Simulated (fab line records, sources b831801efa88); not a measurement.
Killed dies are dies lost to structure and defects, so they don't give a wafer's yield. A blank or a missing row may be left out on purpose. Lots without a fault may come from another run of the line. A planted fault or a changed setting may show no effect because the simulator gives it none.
A struck lot beside a sound one | flow sky130 | 20 steps out of a route of 708
Sound: wafers L700.4, L700.5, L700.6. Struck: wafers L706.2, L706.5, L706.6. The cause comes at the end.
At each step with rows: each side's tool, then ch and its chambers, then its first start. Under that, the readings that differ: sound wafers | struck wafers | difference of the means | sigmas: that difference in standard deviations of wafers without a fault.
alike: readings whose means differ by less than 2 such deviations, and words and numbers that are the same on both sides. not compared: withheld readings, readings that some wafer has no value for, bounds like >300 that may hide the same value, and numbers for which the record gives no deviation and whose values overlap.
The two part at a step that has a row with sigmas, a row that says differs or no value, or rows on one side only. Numbers that don't overlap but have no deviation are shown without sigmas and don't part them. A reading that every wafer of one side lacks parts them only if that side has two wafers or more.

SKY_LDD_HVP_OVL_MEAS_07:
  sound on overlay-02, day 25 00:03; struck on overlay-01, day 26 20:08
  alike: LDD_HVP_OVL
then, 1 step without rows for these wafers: SKY_LDD_HVP_IMPLANT_08.
SKY_LDD_HVP_STRIP_09: strips in O2/N2.
  sound on plasma_asher-04 ch 0,1, day 25 00:15; struck on plasma_asher-02 ch 0,1, day 26 20:19
  alike: drypump_motor_current_A, oes_product_au, strip_time_to_endpoint_s
  not compared: rf_hours_counter_h
SKY_LDD_HVP_TW_MEAS_10:
  sound on film_metro-04, day 25 00:21; struck on film_metro-03, day 26 20:26
  alike: LDD_HVP_TW
then, 7 steps without rows for these wafers: SKY_LDD_LDN_DEHYDRATE_00 (time 60 s); SKY_LDD_LDN_HMDS_01 (prime time 60 s); SKY_LDD_LDN_COAT_02 (resist thk 1140 nm); SKY_LDD_LDN_SOFTBAKE_03 (time 60 s); SKY_LDD_LDN_EXPOSE_04 (exposes mask LDNTM, target cd 700 nm); SKY_LDD_LDN_PEB_05; SKY_LDD_LDN_DEVELOP_06 (develop time 60 s).
SKY_LDD_LDN_OVL_MEAS_07:
  sound on overlay-01, day 26 05:41; struck on overlay-02, day 28 01:47
  alike: LDD_LDN_OVL
SKY_LDD_LDN_IMPLANT_08:
  sound on implanter-04 ch 0, day 26 05:47; struck on implanter-01 ch 0, day 28 01:50
  reading                   | sound             | struck            | difference | sigmas
  implant_ion_amu           | 75 75 75          | 49 49 49          | -26        |
  model.implant.drp_nm (nm) | 5.933 5.933 5.933 | 7.963 7.963 7.963 | +2.030     |
  model.implant.rp_nm (nm)  | 12.86 12.86 12.86 | 14.05 14.05 14.05 | +1.19      |
  alike: beam_on_s
then, 3 steps without rows for these wafers: SKY_LDD_LDN_IMPLANT_09; SKY_LDD_LDN_IMPLANT_10; SKY_LDD_LDN_IMPLANT_11.
SKY_LDD_LDN_STRIP_12: strips in O2/N2.
  sound on plasma_asher-02 ch 0,1, day 26 06:20; struck on plasma_asher-03 ch 0,1, day 28 02:25
  alike: drypump_motor_current_A, oes_product_au, strip_time_to_endpoint_s
  not compared: rf_hours_counter_h
SKY_LDD_LDN_TW_MEAS_13:
  sound on film_metro-04, day 26 06:26; struck on film_metro-01, day 28 02:32
  reading    | sound          | struck         | difference | sigmas
  LDD_LDN_TW | 1493 1486 1487 | 1396 1401 1394 | -92        | -8
then, 1 step without rows for these wafers: SKY_LDD_LDN_CLEAN_14 (cleans in SC1/SC2, time 150 s).
-- the record jumps here: 22 days lie between the struck wafers' starts before and after (it left off in module LDD_LDN and takes up again in module PAD_OPEN, whose first step shown is number 708 of the route) --
SKY_PAD_OPEN_PROBE_99:
  sound on prober-02, day 48 05:12; struck on prober-02, day 49 15:07
  reading                                 | sound                   | struck                  | difference | sigmas
  model.etest.tip_sonos.rs_ohm_sq         | 2604 2610 2619          | 9924 9691 9996          | +7259      |
  model.etest.sonos_uncharged.r_on_ohm_um | 798 807.1 815           | 926 958.8 952.6         | +139       |
  model.etest.tip_sonos.rs_ohm_sq_range   | 38.88 54.22 35.43       | 171 106.7 125.6         | +92        |
  model.etest.sonos_erased.drive_ua_um    | 247.3 218.1 194.2       | 140.9 121.3 134.2       | -87.7      |
  model.etest.sonos_erased.vt_v (V)       | -2.4 -2.359 -2.302      | -1.91 -1.88 -1.881      | +0.46      |
  model.etest.sonos_uncharged.vt_v (V)    | -0.4447 -0.4351 -0.4273 | -0.1682 -0.1541 -0.1435 | +0.2804    |
  model.etest.sonos_baked.vt_v (V)        | 0.9776 1.002 0.9782     | 1.196 1.159 1.131       | +0.176     |
  alike: killed_at_M0_to_M3, killed_at_M4_up, killed_at_contacts, killed_at_front_end, killed_at_other, killed_dies, killed_open, killed_short
  not compared: model.etest.tip_sonos.rs_ohm_sq_rim_less_centre

WHERE THEY PART
Only at SKY_LDD_LDN_TW_MEAS_13, within this record. Later steps at which nothing parts them and some readings are alike: SKY_PAD_OPEN_PROBE_99.

WHY: what the simulator had put in
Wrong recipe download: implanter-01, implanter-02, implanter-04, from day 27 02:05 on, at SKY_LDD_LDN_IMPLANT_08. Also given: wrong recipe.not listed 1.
